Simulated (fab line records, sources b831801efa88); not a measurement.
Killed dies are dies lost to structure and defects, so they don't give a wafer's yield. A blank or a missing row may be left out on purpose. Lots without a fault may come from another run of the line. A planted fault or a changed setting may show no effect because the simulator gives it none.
Which tool did it? | flow sky130 | 13 lots, 39 wafers sampled, at 4 steps of a route of 708

WHAT THE GAUGES READ, wafer by wafer
SKY_PASSIVATION_THK_MEAS_01.
lot  | measured     | on            | PASSIVATION_CVD_00_THK (nm)
L472 | day 43 22:26 | film_metro-02 | 89.3 91.9 91.0
L474 | day 44 19:46 | film_metro-01 | 88.2 89.5 90.7
L476 | day 45 05:51 | film_metro-02 | 90.0 92.3 93.0
L477 | day 45 14:49 | film_metro-04 | 89.4 90.3 90.2
L478 | day 45 15:51 | film_metro-01 | 88.5 90.5 91.4
L479 | day 46 01:09 | film_metro-02 | 90.0 91.0 91.2
L484 | day 47 06:09 | film_metro-02 | 91.2 92.2 92.0
L487 | day 48 02:28 | film_metro-02 | 87.2 89.2 89.4
L488 | day 48 04:53 | film_metro-02 | 88.6 89.5 90.0
L490 | day 48 16:32 | film_metro-02 | 88.4 88.0 90.1
L491 | day 48 16:52 | film_metro-04 | 88.6 88.4 89.2
L494 | day 49 05:49 | film_metro-02 | 87.8 89.4 89.3
L495 | day 49 13:14 | film_metro-02 | 87.8 88.8 90.8

WHICH TOOL RAN EACH LOT (tool, then ch and the chambers of the sampled wafers, then the start)
lot  | SKY_FIELD_ISO_WET_ETCH_29      | SKY_METAL5_SPUTTER_01        | SKY_PASSIVATION_CVD_00
L472 | wet_bench-03 ch 0, day 2 09:13 | pvd_sputter-01, day 42 22:47 | pecvd-03 ch 0,1,2, day 43 22:25
L474 | wet_bench-03 ch 1, day 2 21:38 | pvd_sputter-01, day 43 20:53 | pecvd-04 ch 0,2, day 44 19:44
L476 | wet_bench-03 ch 2, day 3 08:50 | pvd_sputter-03, day 44 06:54 | pecvd-03 ch 1,2, day 45 05:49
L477 | wet_bench-02 ch 0, day 3 15:40 | pvd_sputter-02, day 44 16:21 | pecvd-02 ch 0,1,2, day 45 14:47
L478 | wet_bench-04 ch 0, day 3 18:30 | pvd_sputter-02, day 44 17:00 | pecvd-03 ch 0,2, day 45 15:49
L479 | wet_bench-03 ch 2, day 3 23:40 | pvd_sputter-01, day 45 03:02 | pecvd-02 ch 1,2, day 46 01:07
L484 | wet_bench-03 ch 0, day 5 02:16 | pvd_sputter-03, day 46 08:49 | pecvd-03 ch 0,2, day 47 06:07
L487 | wet_bench-04 ch 3, day 5 14:28 | pvd_sputter-01, day 47 05:43 | pecvd-03 ch 0,1,2, day 48 02:26
L488 | wet_bench-02 ch 2, day 5 21:23 | pvd_sputter-01, day 47 08:03 | pecvd-04 ch 0,2, day 48 04:50
L490 | wet_bench-04 ch 1, day 6 08:27 | pvd_sputter-01, day 47 20:35 | pecvd-02 ch 1,2, day 48 16:31
L491 | wet_bench-04 ch 1, day 6 12:16 | pvd_sputter-03, day 47 21:00 | pecvd-04 ch 0,2, day 48 16:50
L494 | wet_bench-02 ch 1, day 7 02:44 | pvd_sputter-03, day 48 10:40 | pecvd-04 ch 0,2, day 49 05:46
L495 | wet_bench-02 ch 1, day 7 07:49 | pvd_sputter-01, day 48 18:17 | pecvd-03 ch 0,1, day 49 13:12
- SKY_FIELD_ISO_WET_ETCH_29: etches Si3N4 in H3PO4, target depth 160 nm, time 1825 s.
- SKY_METAL5_SPUTTER_01: material TiN, target thk 20 nm, time 16.7 s.
- SKY_PASSIVATION_CVD_00: deposits SiO2, target thk 90 nm.

WHAT THE TOOLS THEMSELVES READ (means of the sampled wafers that have a number; where no wafer has one, the mark that the record gives instead)
SKY_METAL5_SPUTTER_01.
lot  | tool           | chamber_pressure_pa (Pa) | throttle_valve_pct (%)
L472 | pvd_sputter-01 | 0.3997                   | 30.6
L474 | pvd_sputter-01 | 0.3993                   | 30.4
L476 | pvd_sputter-03 | 0.3993                   | 29.3
L477 | pvd_sputter-02 | 0.3994                   | 30.3
L478 | pvd_sputter-02 | 0.4010                   | 29.8
L479 | pvd_sputter-01 | 0.3999                   | 31.4
L484 | pvd_sputter-03 | 0.4001                   | 28.8
L487 | pvd_sputter-01 | 0.4005                   | 30.6
L488 | pvd_sputter-01 | 0.4003                   | 30.8
L490 | pvd_sputter-01 | 0.3994                   | 30.4
L491 | pvd_sputter-03 | 0.4004                   | 29.7
L494 | pvd_sputter-03 | 0.4004                   | 29.0
L495 | pvd_sputter-01 | 0.4003                   | 31.4

SKY_PASSIVATION_CVD_00.
lot  | tool     | heater_power_w (W)
L472 | pecvd-03 | 677
L474 | pecvd-04 | 661
L476 | pecvd-03 | 677
L477 | pecvd-02 | 634
L478 | pecvd-03 | 607
L479 | pecvd-02 | 593
L484 | pecvd-03 | 598
L487 | pecvd-03 | 677
L488 | pecvd-04 | 599
L490 | pecvd-02 | 557
L491 | pecvd-04 | 589
L494 | pecvd-04 | 627
L495 | pecvd-03 | 693

THE ANSWER, worked out from the rows above alone
Rule: what is usual is taken from the lots themselves. Put in order of their means at a reading, lots are off if they are a third of the lots or fewer, leave a main group of 4 or more, and stand apart from it by a gap of 3 or more times the standard deviation of the main group's means; of several such gaps the widest counts. A main group whose means are all the same, to the digits that the tables above print for the reading, isn't used. A lot without any number at a reading at which 4 lots or more have one is off too. The other lots that the step has rows for count as sound. The gauges are gone through in route order, then the tools' own readings, and for those a lot's mean is taken as printed above. The first step at which some lot is off is used, and at that step the reading that is off furthest; a lot without a number counts as furthest.
No lot is off at any reading shown: from this, nothing can be told.

WHAT THE SIMULATOR HAD PUT IN
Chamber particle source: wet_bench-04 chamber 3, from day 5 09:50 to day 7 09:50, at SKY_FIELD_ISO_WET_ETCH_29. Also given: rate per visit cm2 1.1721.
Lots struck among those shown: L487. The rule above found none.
